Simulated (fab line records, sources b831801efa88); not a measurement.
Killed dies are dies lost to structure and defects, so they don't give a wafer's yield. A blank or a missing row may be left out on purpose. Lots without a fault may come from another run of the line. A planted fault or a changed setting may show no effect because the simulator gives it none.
Split-lot experiment | flow gf180mcu | 5 lots, 23 wafers read, on a route of 602 steps

THE SPLIT
At GF_PSD_DEVELOP_06 (develop time 60 s), the setting develop_time_s was moved away from the recipe's 60 s on 8 of the 23 wafers read, by -6.6% to +14.4%. The other wafers ran this setting at the recipe's value.

The file shows no step between the split and the reading.

THE READING
cd_nm, in nm, at GF_PSD_CD_MEAS_07 (target cd 400 nm). Fault-free wafers of this fab line usually give 400.7 nm, standard deviation 1.7 nm.

wafer  | tool, chamber at the split | develop_time_s as run, s | against the recipe | cd_nm, nm | against lot-mates on the recipe
L074.1 | litho_track-03, 0          | 56.06                    | -6.6%              | 394.5     | -6.9
L074.2 | litho_track-03, 0          | 60                       | recipe             | 402.8     | -
L074.4 | litho_track-03, 0          | 60                       | recipe             | 401.3     | -
L074.5 | litho_track-03, 0          | 56.06                    | -6.6%              | 393.5     | -7.9
L074.6 | litho_track-03, 0          | 60                       | recipe             | 400.0     | -
L077.1 | litho_track-03, 0          | 60                       | recipe             | 399.2     | -
L077.2 | litho_track-03, 0          | 68.63                    | +14.4%             | 411.1     | +10.6
L077.4 | litho_track-03, 0          | 68.63                    | +14.4%             | 413.3     | +12.8
L077.5 | litho_track-03, 0          | 60                       | recipe             | 401.6     | -
L077.6 | litho_track-03, 0          | 60                       | recipe             | 400.8     | -
L079.1 | litho_track-01, 0          | 60                       | recipe             | 400.1     | -
L079.3 | litho_track-01, 0          | 60                       | recipe             | 402.0     | -
L079.6 | litho_track-01, 0          | 60                       | recipe             | 399.5     | -
L078.1 | litho_track-04, 0          | 56.16                    | -6.4%              | 395.4     | -7.5
L078.2 | litho_track-04, 0          | 60                       | recipe             | 404.8     | -
L078.4 | litho_track-04, 0          | 56.16                    | -6.4%              | 394.7     | -8.2
L078.5 | litho_track-04, 0          | 60                       | recipe             | 401.9     | -
L078.6 | litho_track-04, 0          | 60                       | recipe             | 402.1     | -
L084.1 | litho_track-01, 0          | 60                       | recipe             | 400.4     | -
L084.2 | litho_track-01, 0          | 60                       | recipe             | 400.6     | -
L084.3 | litho_track-01, 0          | 63.91                    | +6.5%              | 406.1     | +5.7
L084.5 | litho_track-01, 0          | 60                       | recipe             | 400.1     | -
L084.6 | litho_track-01, 0          | 63.91                    | +6.5%              | 406.6     | +6.2

THE FIT
A straight line over all 23 wafers: cd_nm changes by +0.844 nm for each +1% of develop_time_s; r = +0.96; the points scatter about the line by 1.4 nm.
The same after taking each lot's own level away (the mean of its wafers on the recipe; 23 wafers): +0.927 nm for each +1%; r = +0.97; scatter 1.2 nm.
On that fit, the largest move of develop_time_s shifts the reading by 13 nm.
The lots' own levels span 400.37 to 402.93 nm, that is 1.5 times the standard deviation above.
So the lot-to-lot level changes the slope little: the two slopes agree.
Check: with one of the wafers moved furthest among these (+14.4%) left out of the fit, the line predicts +14 nm for it against its lot-mates. It came out at +10.6 nm against them.

OTHER SPLITS ON THESE WAFERS
These wafers also went through other splits before the reading. Each is held against what the fit with the lots' levels taken away leaves over:
other split on the same wafers  | wafers away from the commonest value | r with cd_nm (lot level and that fit taken away)
GF_HV_LDD_COAT_41 resist_thk_nm | 4                                    | +0.04
GF_NSD_IMPLANT_09 energy_kev    | 9                                    | -0.10

THE FILE'S OWN FIT
cd_nm changes by +0.915 nm for each +1% of develop_time_s, r = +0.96.
